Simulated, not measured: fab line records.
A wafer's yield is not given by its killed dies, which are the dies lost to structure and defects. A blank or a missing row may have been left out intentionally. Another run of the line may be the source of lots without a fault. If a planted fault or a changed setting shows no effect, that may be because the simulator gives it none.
Split-lot study | flow sfqLine | route with 325 steps; 5 lots, 13 wafers read

## ABOUT THE SPLIT
At SFQ_TRILAYER_L0_LITHO_COAT_005 (resist thk 600 nm), the setting spinRpm was moved away from the recipe's 3000 rpm on 3 of the 13 wafers read, by +2.2% to +5.1%. The other wafers ran this setting at the recipe's value.

## FROM THE SPLIT TO THE READING: what the file shows between them, 4 steps
- SFQ_TRILAYER_L0_LITHO_SOFTBAKE_009
- SFQ_TRILAYER_L0_LITHO_EXPOSE_006: exposes mask L0, target cd 2000 nm
- SFQ_TRILAYER_L0_LITHO_PEB_008: peb time 59.02 s
- SFQ_TRILAYER_L0_LITHO_DEVELOP_007: time 60 s

## THE READING
KrF_of_TRILAYER_L0_LITHO_COAT_005.thkNm (the simulator's own value, which no gauge read), in nm, at SFQ_TRILAYER_L0_BARC_OPEN_METAL_ETCH_010 (etches BARC in O2, target depth 125 nm, time 41.7 s). The file does not state a usual value for it. Average 521.9 nm, standard deviation 0.73 nm, over the 10 wafers here run with the recipe.

wafer  | tool, chamber at the split | spinRpm as run, rpm | against the recipe | KrF_of_TRILAYER_L0_LITHO_COAT_005.thkNm, nm | against lot-mates on the recipe
L074.1 | lithoTrack-02, 0           | 3000                | recipe             | 522.8                                       | -
L074.5 | lithoTrack-02, 0           | 3000                | recipe             | 521.8                                       | -
L075.3 | lithoTrack-02, 0           | 3000                | recipe             | 521.7                                       | -
L075.4 | lithoTrack-02, 0           | 3000                | recipe             | 522.4                                       | -
L079.1 | lithoTrack-02, 0           | 3000                | recipe             | 520.7                                       | -
L079.2 | lithoTrack-02, 0           | 3000                | recipe             | 523                                         | -
L079.5 | lithoTrack-02, 0           | 3000                | recipe             | 521.9                                       | -
L082.1 | lithoTrack-02, 0           | 3000                | recipe             | 520.9                                       | -
L082.4 | lithoTrack-02, 0           | 3067                | +2.2%              | 515.9                                       | -5.8
L082.5 | lithoTrack-02, 0           | 3000                | recipe             | 522.4                                       | -
L085.1 | lithoTrack-04, 0           | 3152                | +5.1%              | 506.4                                       | -14.9
L085.4 | lithoTrack-04, 0           | 3000                | recipe             | 521.3                                       | -
L085.5 | lithoTrack-04, 0           | 3152                | +5.1%              | 507.8                                       | -13.5

FIT RESULTS
A straight line over all 13 wafers: KrF_of_TRILAYER_L0_LITHO_COAT_005.thkNm changes by -2.9 nm for each +1% of spinRpm; r = -0.99; the points scatter about the line by 0.77 nm.
The same after taking each lot's own level away (the mean of its wafers on the recipe; 13 wafers): -2.79 nm for each +1%; r = -0.99; scatter 0.72 nm.
The reading moves by 14 nm for the largest change in spinRpm, on that fit.
Measured against the standard deviation above, the lots' own levels, which go from 521.30 to 522.30 nm, span 1.4 times it.
Consequently the slope shifts little with the lot-to-lot level, the two slopes agreeing.
Check: for one of the wafers moved furthest among these (+5.1%), held out of the fit, the line's prediction against its lot-mates is -13.4 nm. Against them it came out at -14.9 nm.

## OTHER SPLITS ON THESE WAFERS
Other splits were also applied to these wafers ahead of the reading. Each is held against what the fit with the lots' levels taken away leaves over:
other split on the same wafers         | wafers away from the commonest value | r with KrF_of_TRILAYER_L0_LITHO_COAT_005.thkNm (lot level and that fit taken away)
SFQ_TRILAYER_L0_DEP_SPUTTER_003 powerW | 0                                    | -

## THE WHOLE CHAIN: every reading that the file lists as answering this split, in the file's order
step                                     | what it does                                        | reading                                                                                  | change (the file's fit)              | r (the file's)
SFQ_TRILAYER_L0_LITHO_COAT_005           | resist thk 600 nm                                   | KrF_of_TRILAYER_L0_LITHO_COAT_005.thkNm (the simulator's own value, which no gauge read) | -2.66 nm for each +1% of the setting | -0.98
SFQ_TRILAYER_L0_BARC_OPEN_METAL_ETCH_010 | etches BARC in O2, target depth 125 nm, time 41.7 s | KrF_of_TRILAYER_L0_LITHO_COAT_005.thkNm (the simulator's own value, which no gauge read) | -2.76 nm for each +1% of the setting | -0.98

## FILE'S OWN FIT
KrF_of_TRILAYER_L0_LITHO_COAT_005.thkNm changes by -2.76 nm for each +1% of spinRpm, r = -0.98.
